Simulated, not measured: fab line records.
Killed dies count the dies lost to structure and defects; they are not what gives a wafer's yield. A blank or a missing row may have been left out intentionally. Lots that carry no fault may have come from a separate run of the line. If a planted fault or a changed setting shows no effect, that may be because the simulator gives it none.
Chamber matching + flow gf180mcu + GF_V3_CMP_04 on cmp-01 has 4 sister chambers
The step polishes SiO2. 14 wafers are shown with their chamber, then 7 later ones without.

== WAFERS, EACH WITH ITS CHAMBER ==
| wafer  | chamber | motor_current_A (A) | retaining_ring_pressure_frac | head_pressure_psi (psi) |
|--------|---------|---------------------|------------------------------|-------------------------|
| L562.2 | 0       | 10.0                | 1.003                        | 3.982                   |
| L562.3 | 1       | 11.5                | 1.007                        | 4.013                   |
| L562.5 | 1       | 11.3                | 1.007                        | 3.996                   |
| L565.2 | 0       | 10.5                | 1.006                        | 3.997                   |
| L565.3 | 2       | 12.3                | 1.001                        | 4.000                   |
| L565.6 | 0       | 10.6                | 1.001                        | 3.986                   |
| L567.3 | 3       | 11.5                | 0.995                        | 4.000                   |
| L567.4 | 2       | 12.1                | 1.004                        | 3.998                   |
| L567.6 | 3       | 10.7                | 0.993                        | 4.004                   |
| L569.1 | 1       | 12.1                | 1.002                        | 4.008                   |
| L569.2 | 2       | 11.9                | 1.010                        | 3.985                   |
| L569.3 | 0       | 10.5                | 0.998                        | 3.981                   |
| L570.1 | 3       | 11.0                | 0.997                        | 3.996                   |
| L570.4 | 0       | 10.8                | 0.997                        | 4.005                   |

SIGNATURES (means of the wafers above)
| reading                      | chamber 0 | chamber 1 | chamber 2 | chamber 3 | scatter within a chamber |
|------------------------------|-----------|-----------|-----------|-----------|--------------------------|
| motor_current_A              | 10.480    | 11.633    | 12.100    | 11.067    | 0.332                    |
| retaining_ring_pressure_frac | 1.00100   | 1.00533   | 1.00500   | 0.99500   | 0.00347                  |
| head_pressure_psi            | 3.99020   | 4.00567   | 3.99433   | 4.00000   | 0.00867                  |
Rule: a wafer's distance from a chamber is the root of the sum, over the readings, of the square of ((its reading less the chamber's mean) divided by the reading's scatter). If the next closest chamber is less than 2 further off than the closest, the wafer can't be placed; otherwise it belongs to the closest. The scatter is the square root of a quotient: the sum, over the shown wafers, of each reading's squared deviation from its chamber's mean, divided by wafers minus chambers.

== WAFERS MISSING THEIR CHAMBER ==
| wafer  | motor_current_A (A) | retaining_ring_pressure_frac | head_pressure_psi (psi) |
|--------|---------------------|------------------------------|-------------------------|
| L570.6 | 10.5                | 1.004                        | 4.020                   |
| L571.2 | 12.2                | 0.995                        | 3.995                   |
| L571.5 | 12.5                | 0.999                        | 4.008                   |
| L571.6 | 11.2                | 0.999                        | 3.993                   |
| L574.1 | 11.0                | 1.005                        | 3.985                   |
| L574.4 | 9.9                 | 1.002                        | 4.004                   |
| L576.1 | 11.3                | 0.998                        | 4.009                   |

== CHAMBER TAKEN BY EACH ==
| wafer  | from the rows above               | in truth |
|--------|-----------------------------------|----------|
| L570.6 | can't be placed: 0 or 1 or 3      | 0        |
| L571.2 | can't be placed: 2 or 3 or 1      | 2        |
| L571.5 | can't be placed: 2 or 1 or 3      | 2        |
| L571.6 | can't be placed: 3 or 0 or 1 or 2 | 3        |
| L574.1 | can't be placed: 0 or 1 or 3 or 2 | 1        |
| L574.4 | can't be placed: 0 or 3           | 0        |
| L576.1 | can't be placed: 3 or 1 or 0      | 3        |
Correctly placed: 0 of 7. These rows do not allow placing 7 (true chamber among the candidates in 7). Number placed wrongly: 0.
